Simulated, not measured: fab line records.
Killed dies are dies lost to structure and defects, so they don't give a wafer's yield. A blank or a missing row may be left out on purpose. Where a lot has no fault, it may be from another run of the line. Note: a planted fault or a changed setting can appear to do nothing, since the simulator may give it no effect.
Matching of chambers :: flow gf180mcu :: 3 sister chambers for GF_V4_CVD_02 on pecvd-02
The step deposits SiO2 from TEOS, target thk 850 nm, time 94.851 s. 16 wafers are shown with their chamber, then 8 later ones without.

## WAFERS WITH THEIR CHAMBER
wafer: L082.1
chamber: 2
heater power w (W): 795

wafer: L082.2
chamber: 1
heater power w (W): 728

wafer: L082.3
chamber: 0
heater power w (W): 714

wafer: L082.4
chamber: 1
heater power w (W): 767

wafer: L082.5
chamber: 2
heater power w (W): 669

wafer: L082.6
chamber: 0
heater power w (W): 578

wafer: L083.1
chamber: 1
heater power w (W): 624

wafer: L083.2
chamber: 0
heater power w (W): 723

wafer: L083.3
chamber: 2
heater power w (W): 731

wafer: L083.4
chamber: 0
heater power w (W): 574

wafer: L083.5
chamber: 2
heater power w (W): 805

wafer: L083.6
chamber: 1
heater power w (W): 678

wafer: L088.1
chamber: 1
heater power w (W): 636

wafer: L088.2
chamber: 2
heater power w (W): 813

wafer: L088.3
chamber: 0
heater power w (W): 671

wafer: L088.4
chamber: 1
heater power w (W): 687

SIGNATURES (averages over the wafers above)
reading: heater power w
chamber 0: 652.00
chamber 1: 686.67
chamber 2: 762.60
scatter within a chamber: 62.4
Rule: for each reading, subtract the chamber's mean from the wafer's reading, divide by that reading's scatter and square the result; add these up over the readings and take the root, which gives the wafer's distance from the chamber. If the next closest chamber is less than 2 further off than the closest, the wafer can't be placed; otherwise it belongs to the closest. The scatter: the root of (the sum of the squares of (reading less its chamber's mean) over the shown wafers, divided by (wafers less chambers)).

## WAFERS WHOSE CHAMBER IS MISSING
wafer: L088.5
heater power w (W): 821

wafer: L088.6
heater power w (W): 702

wafer: L089.1
heater power w (W): 619

wafer: L089.2
heater power w (W): 796

wafer: L089.3
heater power w (W): 764

wafer: L089.4
heater power w (W): 646

wafer: L089.5
heater power w (W): 603

wafer: L089.6
heater power w (W): 657

## EACH ONE'S CHAMBER
wafer: L088.5
from the rows above: can't be placed: 2 or 1 or 0
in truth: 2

wafer: L088.6
from the rows above: can't be placed: 1 or 0 or 2
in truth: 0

wafer: L089.1
from the rows above: can't be placed: 0 or 1 or 2
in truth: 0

wafer: L089.2
from the rows above: can't be placed: 2 or 1 or 0
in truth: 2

wafer: L089.3
from the rows above: can't be placed: 2 or 1 or 0
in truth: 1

wafer: L089.4
from the rows above: can't be placed: 0 or 1 or 2
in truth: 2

wafer: L089.5
from the rows above: can't be placed: 0 or 1 or 2
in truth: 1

wafer: L089.6
from the rows above: can't be placed: 0 or 1 or 2
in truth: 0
Correct placement for 0 of the 8. From these rows, 8 cannot be placed; in 8 the true chamber is one of the candidates. 0 placed wrongly.
